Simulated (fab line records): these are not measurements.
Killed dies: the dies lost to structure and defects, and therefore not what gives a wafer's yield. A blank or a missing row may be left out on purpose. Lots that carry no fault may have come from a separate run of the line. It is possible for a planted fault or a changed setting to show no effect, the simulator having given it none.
fab line records    flow sky130
record lots=6  wafers=18  lastDay=50
route steps=708 shown METAL5@677 PASSIVATION@681 PAD_OPEN@708
lots untouched by any fault: they come from a run of this same line in which no faults occurred
startH: hours from the record's first day to the start of the lot's first wafer shown    waitH: hours since the lot's step before    " identical to the entry in the row above    L1.1+2: several wafers, shown together as one row    - either no value or no given start    * or withheld: withheld    < > ~ a bound
route shown NAME@n: a module of which the file shows steps, and the number in the route of the first    usual: mean/standard deviation of fault-free wafers    same: alike in all rows    chamber/n: place in a boat    sites: each site's reading    _std_site: their standard deviation    _edge_site: the outer-site mean with the inner-site mean subtracted    radiusMm: for every site, how far away it sits from the centre of the wafer    mask NAME#n: copy n    behind: the most recent tool/chamber to have shaped the wafer    hold: reason for holding the lot/hours on hold/outcome of the hold    device: which transistor (n, p or np) failed to switch    end of line: at the end of the route, the tests of the same wafers    a step given without rows: its recipe and nothing more    killed: not the wafer's yield, but the dies lost to structure and defects at the first sort    map: dies across one wafer; x = killed, . = not, _ = none there
set.NAME: the setting as run; set.NAME@STEP: as run at that earlier step    model.NAME: the simulator's own value behind a step, which no gauge read
lots at selected steps of the route; one table per step, one row per wafer
services: a tool's chamber out of use, with start hour (startH, from the record's first day; less than 0 if before it), hours out, and reason
## steps
# step SKY_METAL5_STRIP_16
# recipe chemistry=O2/N2  powerW=1400  pressureMtorr=1500  platenTempC=withheld  o2FlowSccm=3000  n2FlowSccm=300  overashFraction=0.5
# usual drypumpMotorCurrentA=5.8/0.47  o2FlowSccm=3000/10  oesProductAu=0.710/0.0045  stripTimeToEndpointS=13.10/0.093
lot.wafer  tool            chamber  startH   waitH  drypumpMotorCurrentA  o2FlowSccm  oesProductAu  rfHoursCounterH  stripTimeToEndpointS
L582.1     plasmaAsher-02  0        1033.80  0.2    6.3                   3002        0.711         62               13.04
L582.4     "               1        "        "      5.4                   2992        0.712         -                13.02
L582.6     "               0        "        "      6.3                   2996        0.708         -                13.03
L583.1     plasmaAsher-03  1        1047.03  0.2    6.6                   3003        0.708         88               13.12
L583.5     "               0        "        "      5.4                   3000        0.716         -                13.18
L583.6     "               1        "        "      6.6                   2989        0.713         -                13.11
L594.1     plasmaAsher-03  0        1110.75  0.2    5.4                   3015        0.708         95               13.09
L594.3     "               1        "        "      6.6                   2993        0.708         -                13.17
L594.6     "               0        "        "      5.5                   3011        0.712         -                13.10
L595.2     plasmaAsher-04  1        1113.20  0.3    5.8                   3001        0.704         4                13.07
L595.3     "               0        "        "      5.3                   2999        0.712         -                13.01
L595.6     "               1        "        "      5.8                   3007        0.711         -                13.07
L600.2     plasmaAsher-03  0        1135.95  0.2    5.4                   3004        0.717         97               13.21
L600.3     "               0        "        "      5.4                   3012        0.712         -                13.21
L600.4     "               1        "        "      6.6                   2992        0.713         -                13.19
L604.2     plasmaAsher-04  0        1157.82  0.3    5.3                   3009        0.706         9                13.21
L604.4     "               1        "        "      5.8                   2997        0.713         -                13.16
L604.5     "               1        "        "      5.8                   2991        0.713         -                13.15
# step SKY_METAL5_STRIP_17
# recipe chemistry=postEtchResidueRemover  timeS=1200  tempC=72.5
# step SKY_METAL5_CLEAN_18
# recipe chemistry=IPA  timeS=180  tempC=25
# step SKY_METAL5_CLEAN_19
# recipe chemistry=O3/DIW  dry=n2Spin
# step SKY_PASSIVATION_CVD_00
# recipe material=SiO2  targetThkNm=90  tempC=400  timeS=withheld  rfW=600
# usual heaterPowerW=657/130
lot.wafer  tool      chamber  startH   waitH  heaterPowerW
L582.1     pecvd-03  1        1034.40  0.0    908
L582.4     "         1        "        "      887
L582.6     "         2        "        "      572
L583.1     pecvd-03  1        1047.64  0.0    870
L583.5     "         2        "        "      546
L583.6     "         0        "        "      776
L594.1     pecvd-04  0        1111.35  0.0    764
L594.3     "         1        "        "      634
L594.6     "         0        "        "      772
L595.2     pecvd-02  0        1114.00  0.0    540
L595.3     "         1        "        "      578
L595.6     "         1        "        "      609
L600.2     pecvd-02  1        1136.54  0.0    700
L600.3     "         0        "        "      591
L600.4     "         2        "        "      538
L604.2     pecvd-03  2        1158.41  0.0    507
L604.4     "         1        "        "      776
L604.5     "         1        "        "      774
# step SKY_PASSIVATION_THK_MEAS_01
# recipe reads=SiO2_of_PASSIVATION_CVD_00
# usual PASSIVATION_CVD_00_THK=90.1/1.1
lot.wafer  tool          chamber  startH   waitH  PASSIVATION_CVD_00_THK[nm]
L582.1     filmMetro-02  -        1034.42  -      88.8
L582.4     "             -        "        "      90.7
L582.6     "             -        "        "      90.0
L583.1     filmMetro-01  -        1047.66  -      88.9
L583.5     "             -        "        "      90.2
L583.6     "             -        "        "      90.7
L594.1     filmMetro-01  -        1111.37  -      90.3
L594.3     "             -        "        "      88.9
L594.6     "             -        "        "      91.6
L595.2     filmMetro-04  -        1114.03  -      89.1
L595.3     "             -        "        "      88.1
L595.6     "             -        "        "      90.0
L600.2     filmMetro-04  -        1136.57  -      89.1
L600.3     "             -        "        "      90.1
L600.4     "             -        "        "      91.5
L604.2     filmMetro-04  -        1158.45  -      88.8
L604.4     "             -        "        "      90.8
L604.5     "             -        "        "      88.6
# step SKY_PASSIVATION_CVD_02
# recipe material=Si3N4  targetThkNm=540  tempC=400  timeS=withheld  rfW=450
# usual heaterPowerW=748/130
lot.wafer  tool      chamber  startH   waitH  heaterPowerW
L582.1     pecvd-04  1        1034.48  0.1    728
L582.4     "         0        "        "      665
L582.6     "         2        "        "      822
L583.1     pecvd-03  2        1047.72  0.1    564
L583.5     "         1        "        "      917
L583.6     "         0        "        "      867
L594.1     pecvd-03  0        1111.43  0.1    870
L594.3     "         2        "        "      618
L594.6     "         2        "        "      609
L595.2     pecvd-03  1        1114.08  0.0    820
L595.3     "         0        "        "      788
L595.6     "         2        "        "      615
L600.2     pecvd-03  2        1136.62  0.0    550
L600.3     "         0        "        "      810
L600.4     "         2        "        "      582
L604.2     pecvd-04  2        1158.50  0.0    820
L604.4     "         1        "        "      657
L604.5     "         2        "        "      826
# step SKY_PASSIVATION_THK_MEAS_03
# recipe reads=Si3N4_of_PASSIVATION_CVD_02
# usual PASSIVATION_CVD_02_THK=540/6.9
lot.wafer  tool          chamber  startH   waitH  PASSIVATION_CVD_02_THK[nm]
L582.1     filmMetro-01  -        1034.71  -      537
L582.4     "             -        "        "      546
L582.6     "             -        "        "      547
L583.1     filmMetro-01  -        1047.94  -      535
L583.5     "             -        "        "      543
L583.6     "             -        "        "      549
L594.1     filmMetro-01  -        1111.66  -      524
L594.3     "             -        "        "      532
L594.6     "             -        "        "      541
L595.2     filmMetro-04  -        1114.32  -      528
L595.3     "             -        "        "      533
L595.6     "             -        "        "      537
L600.2     filmMetro-02  -        1136.86  -      547
L600.3     "             -        "        "      540
L600.4     "             -        "        "      549
L604.2     filmMetro-04  -        1158.74  -      536
L604.4     "             -        "        "      549
L604.5     "             -        "        "      548
# step SKY_PASSIVATION_DEHYDRATE_04
# recipe tempC=200  timeS=60
# step SKY_PASSIVATION_HMDS_05
# recipe primeTimeS=60  primeTempC=120
# step SKY_PASSIVATION_COAT_06
# recipe spinRpm=2000  resistThkNm=3000
# step SKY_PASSIVATION_SOFTBAKE_07
# recipe tempC=110  timeS=withheld
# step SKY_PASSIVATION_EXPOSE_08
# recipe maskId=NSM  targetCdNm=3000  na=0.57  doseMj=260
# usual exposureDoseMJCm2=259.97/0.24
lot.wafer  tool             chamber  startH   waitH  mask   exposureDoseMJCm2
L582.1     ilineStepper-01  0        1045.89  -      NSM#0  259.73
L582.4     "                0        "        "      NSM#0  259.56
L582.6     "                0        "        "      NSM#0  260.07
L583.1     ilineStepper-02  0        1058.71  -      NSM#0  259.78
L583.5     "                0        "        "      NSM#0  259.63
L583.6     "                0        "        "      NSM#0  259.74
L594.1     ilineStepper-02  0        1121.19  -      NSM#0  269.07
L594.3     "                0        "        "      NSM#0  268.74
L594.6     "                0        "        "      NSM#0  268.78
L595.2     ilineStepper-02  0        1123.68  -      NSM#0  268.73
L595.3     "                0        "        "      NSM#0  269.02
L595.6     "                0        "        "      NSM#0  269.38
L600.2     ilineStepper-01  0        1146.13  -      NSM#0  259.72
L600.3     "                0        "        "      NSM#0  259.75
L600.4     "                0        "        "      NSM#0  259.65
L604.2     ilineStepper-01  0        1167.39  -      NSM#0  259.73
L604.4     "                0        "        "      NSM#0  259.91
L604.5     "                0        "        "      NSM#0  260.18
# step SKY_PASSIVATION_PEB_09
# recipe tempC=115  timeS=withheld
# step SKY_PAD_OPEN_PROBE_99
# usual defectLimitedYield=82.3/2  killed_at_M0_to_M3=43/7.3  killed_at_M4_up=3.2/1.8  killedAtContacts=24/5.8  killedAtFrontEnd=16/4.5  killedAtOther=0.3/0.53  killedDies=87/9.9  killedOpen=48/6.8  killedShort=39/6.9  sort_bin_3_pad_short=0.8/0.42  sort_bin_5_function=10.4/1.6  sort_bin_6_memory=6.4/1.2  sortNPass=405/9.9  sortYieldPct=82.3/2
# same grossDies=492  killedAtBackSide=0  sort_bin_4_leakage[%]=0  sort_bin_8_speed[%]=0
lot.wafer  tool       chamber  startH   waitH  defectLimitedYield[%]  killed_at_M0_to_M3  killed_at_M4_up  killedAtContacts  killedAtFrontEnd  killedAtOther  killedDies  killedOpen  killedShort  sort_bin_3_pad_short[%]  sort_bin_5_function[%]  sort_bin_6_memory[%]  sortNPass  sortYieldPct[%]
L582.1     prober-02  -        1079.44  0.1    83.3                   38                  2                16                24                2              82          39          43           1.2                      10.6                    4.9                   410        83.3
L582.4     prober-02  -        1079.59  0.2    82.5                   38                  2                37                9                 0              86          48          38           0.6                      10.2                    6.7                   406        82.5
L582.6     prober-02  -        1079.69  0.2    86.0                   28                  2                25                14                0              69          43          26           0.8                      7.1                     6.1                   423        86.0
L583.1     prober-01  -        1092.89  0.1    84.1                   38                  0                19                21                0              78          45          33           0.8                      8.9                     6.1                   414        84.1
L583.5     prober-01  -        1093.09  0.2    79.9                   46                  5                24                23                1              99          48          51           1.2                      11.2                    7.7                   393        79.9
L583.6     prober-01  -        1093.14  0.2    82.9                   41                  1                24                18                0              84          53          31           0.6                      9.3                     7.1                   408        82.9
L594.1     prober-02  -        1150.80  0.1    83.5                   47                  4                19                11                0              81          44          37           0.6                      11.4                    4.5                   411        83.5
L594.3     prober-02  -        1150.90  0.2    80.3                   46                  2                35                13                1              97          51          46           0.8                      12.2                    6.7                   395        80.3
L594.6     prober-02  -        1151.05  0.2    83.7                   37                  4                26                13                0              80          55          25           0.2                      9.6                     6.5                   412        83.7
L595.2     prober-01  -        1153.52  0.1    83.1                   38                  4                21                19                1              83          43          40           0.6                      10.6                    5.7                   409        83.1
L595.3     prober-01  -        1153.57  0.2    82.1                   43                  2                26                17                0              88          51          37           1.0                      11.0                    5.9                   404        82.1
L595.6     prober-01  -        1153.72  0.2    80.9                   40                  2                35                17                0              94          52          42           1.2                      9.6                     8.3                   398        80.9
L600.2     prober-02  -        1174.78  0.1    82.1                   39                  3                33                13                0              88          52          36           0.2                      9.6                     8.1                   404        82.1
L600.3     prober-02  -        1174.83  0.2    81.1                   40                  6                25                22                0              93          50          43           2.0                      9.8                     7.1                   399        81.1
L600.4     prober-02  -        1174.88  0.2    79.5                   49                  5                31                15                1              101         56          45           1.0                      11.0                    8.5                   391        79.5
L604.2     prober-02  -        1193.20  0.1    76.2                   58                  5                33                21                0              117         61          56           1.0                      14.6                    8.1                   375        76.2
L604.4     prober-02  -        1193.30  0.2    84.8                   42                  3                13                17                0              75          49          26           0                        10.0                    5.3                   417        84.8
L604.5     prober-02  -        1193.35  0.2    85.8                   34                  3                19                14                0              70          37          33           0.6                      6.9                     6.7                   422        85.8
# killed by level:class
L582.1 VIA2:geometricParticle:open=7 FIELD_ISO:geometricParticle:open=6 FIELD_ISO:geometricParticle:short=6 VIA2:geometricParticle:short=5 POLY_GATE:geometricParticle:short=5 CONTACT:geometricParticle:open=5 METAL1:geometricParticle:short=5 VIA3:geometricParticle:open=5
L582.4 LI_CONTACT:geometricParticle:open=12 VIA1:geometricParticle:open=11 CONTACT:geometricParticle:short=10 CONTACT:geometricParticle:open=9 VIA3:geometricParticle:open=5 VIA2:geometricParticle:short=4 FIELD_ISO:geometricParticle:short=3 LI_CONTACT:geometricParticle:short=3
L582.6 LI_CONTACT:geometricParticle:open=9 CONTACT:geometricParticle:open=6 VIA1:geometricParticle:open=6 VIA2:geometricParticle:open=6 FIELD_ISO:geometricParticle:short=5 METAL2:geometricParticle:short=5 LI_CONTACT:geometricParticle:short=4 CONTACT:geometricParticle:short=4
L583.1 VIA1:geometricParticle:open=11 CONTACT:geometricParticle:open=10 FIELD_ISO:geometricParticle:short=7 LI_CONTACT:geometricParticle:open=5 METAL1:geometricParticle:short=5 VIA1:geometricParticle:short=5 METAL2:geometricParticle:short=5 FIELD_ISO:geometricParticle:open=4
L583.5 VIA2:geometricParticle:open=10 VIA1:geometricParticle:open=9 FIELD_ISO:geometricParticle:short=7 LI_CONTACT:geometricParticle:open=7 VIA1:geometricParticle:short=6 CONTACT:geometricParticle:open=5 VIA3:geometricParticle:short=5 POLY_GATE:geometricParticle:short=4
L583.6 VIA1:geometricParticle:open=12 CONTACT:geometricParticle:open=8 VIA2:geometricParticle:open=6 VIA3:geometricParticle:open=6 FIELD_ISO:geometricParticle:open=5 POLY_GATE:geometricParticle:short=5 POLY_GATE:geometricParticle:open=5 LI_CONTACT:geometricParticle:open=5
L594.1 METAL1:geometricParticle:short=9 LI_CONTACT:geometricParticle:open=7 VIA1:geometricParticle:open=7 VIA3:geometricParticle:open=6 METAL2:geometricParticle:short=6 VIA2:geometricParticle:short=4 CONTACT:geometricParticle:open=4 VIA2:geometricParticle:open=4
L594.3 VIA1:geometricParticle:open=17 LI_CONTACT:geometricParticle:open=10 METAL2:geometricParticle:short=10 FIELD_ISO:geometricParticle:short=8 CONTACT:geometricParticle:open=8 LI_CONTACT:geometricParticle:short=6 LOCAL_INTERCONNECT:geometricParticle:short=6 VIA2:geometricParticle:open=5
L594.6 VIA1:geometricParticle:open=13 CONTACT:geometricParticle:open=11 VIA2:geometricParticle:open=9 LI_CONTACT:geometricParticle:open=7 FIELD_ISO:geometricParticle:open=6 METAL1:geometricParticle:short=4 LOCAL_INTERCONNECT:geometricParticle:short=3 VIA1:geometricParticle:short=3
L595.2 FIELD_ISO:geometricParticle:short=7 LI_CONTACT:geometricParticle:open=7 VIA1:geometricParticle:open=7 VIA2:geometricParticle:open=7 FIELD_ISO:geometricParticle:open=6 CONTACT:geometricParticle:open=6 VIA1:geometricParticle:short=5 METAL2:geometricParticle:short=5
L595.3 LI_CONTACT:geometricParticle:open=12 VIA2:geometricParticle:open=11 VIA1:geometricParticle:open=9 VIA3:geometricParticle:open=5 METAL2:geometricParticle:short=5 CONTACT:geometricParticle:short=5 CONTACT:geometricParticle:open=5 VIA1:geometricParticle:short=5
L595.6 LI_CONTACT:geometricParticle:open=15 FIELD_ISO:geometricParticle:short=7 VIA1:geometricParticle:open=7 LOCAL_INTERCONNECT:geometricParticle:short=6 CONTACT:geometricParticle:open=6 VIA2:geometricParticle:short=6 FIELD_ISO:geometricParticle:open=5 CONTACT:geometricParticle:short=4
L600.2 CONTACT:geometricParticle:open=14 LI_CONTACT:geometricParticle:open=11 VIA1:geometricParticle:open=9 VIA1:geometricParticle:short=7 VIA2:geometricParticle:open=7 METAL2:geometricParticle:short=5 FIELD_ISO:geometricParticle:short=3 POLY_GATE:geometricParticle:short=3
L600.3 CONTACT:geometricParticle:open=11 VIA1:geometricParticle:open=9 LI_CONTACT:geometricParticle:open=6 FIELD_ISO:geometricParticle:short=5 METAL2:geometricParticle:short=5 POLY_GATE:geometricParticle:short=4 SPACER:geometricParticle:open=4 CONTACT:geometricParticle:short=4
L600.4 CONTACT:geometricParticle:open=16 VIA1:geometricParticle:open=9 VIA2:geometricParticle:open=7 VIA3:geometricParticle:open=6 LI_CONTACT:geometricParticle:open=5 METAL1:geometricParticle:short=5 METAL3:geometricParticle:short=5 FIELD_ISO:geometricParticle:open=4
L604.2 VIA1:geometricParticle:open=14 METAL2:geometricParticle:short=11 CONTACT:geometricParticle:open=10 LI_CONTACT:geometricParticle:open=9 METAL1:geometricParticle:short=7 POLY_GATE:geometricParticle:open=6 VIA3:geometricParticle:open=6 VIA2:geometricParticle:short=6
L604.4 VIA1:geometricParticle:open=16 POLY_GATE:geometricParticle:open=5 POLY_GATE:geometricParticle:short=5 VIA3:geometricParticle:open=5 CONTACT:geometricParticle:short=4 VIA2:geometricParticle:open=4 FIELD_ISO:geometricParticle:open=3 SPACER:geometricParticle:open=3
L604.5 LI_CONTACT:geometricParticle:open=7 CONTACT:geometricParticle:open=6 METAL2:geometricParticle:short=6 VIA3:geometricParticle:open=6 FIELD_ISO:geometricParticle:short=5 VIA2:geometricParticle:open=5 POLY_GATE:geometricParticle:open=4 METAL1:geometricParticle:short=4
## services
tool             chamber  startH   hours  kind
plasmaAsher-04   -        1044.85  14.6   pm
pecvd-02         -        1046.07  14.6   pm
pecvd-02         2        1046.43  5.5    scheduledDown
pecvd-04         -        1047.04  28.1   pm
pecvd-03         0        1058.50  5.5    scheduledDown
pecvd-03         -        1058.74  2.5    repair
plasmaAsher-04   -        1059.45  9.0    pm
plasmaAsher-04   0        1059.45  9.0    ventCycle
plasmaAsher-04   1        1059.45  9.0    ventCycle
plasmaAsher-04   0        1068.45  -      clean
plasmaAsher-04   1        1068.45  -      clean
ilineStepper-02  -        1072.21  10.2   repair
plasmaAsher-02   -        1076.80  2.8    pm
pecvd-03         2        1086.39  2.1    scheduledDown
ilineStepper-01  -        1092.36  0.6    repair
pecvd-04         -        1094.66  0.7    repair
pecvd-04         1        1130.79  5.5    scheduledDown
plasmaAsher-02   -        1139.34  0.8    repair
ilineStepper-01  -        1149.84  1.7    pm
pecvd-02         -        1154.72  1.4    repair
pecvd-03         0        1154.86  14.9   repair
pecvd-02         -        1166.43  0.9    repair
## key
firstSign step=SKY_PASSIVATION_EXPOSE_08  reading=exposureDoseMJCm2  direction=up  sigmas=37  usual=*  struck=*
effect none on later readings
metAt SKY_PASSIVATION_EXPOSE_08
struckWafers L594.1,L594.3,L594.6,L595.2,L595.3,L595.6
onsetBetween 1058.71 1121.19
fault kind=processParameterDrift  tool=ilineStepper-02  chamber=-  onsetH=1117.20  steps=SKY_PASSIVATION_EXPOSE_08  channel=doseMj  offset=8.8248  shape=step  actsIn=theseRecipesOnly  stated=260
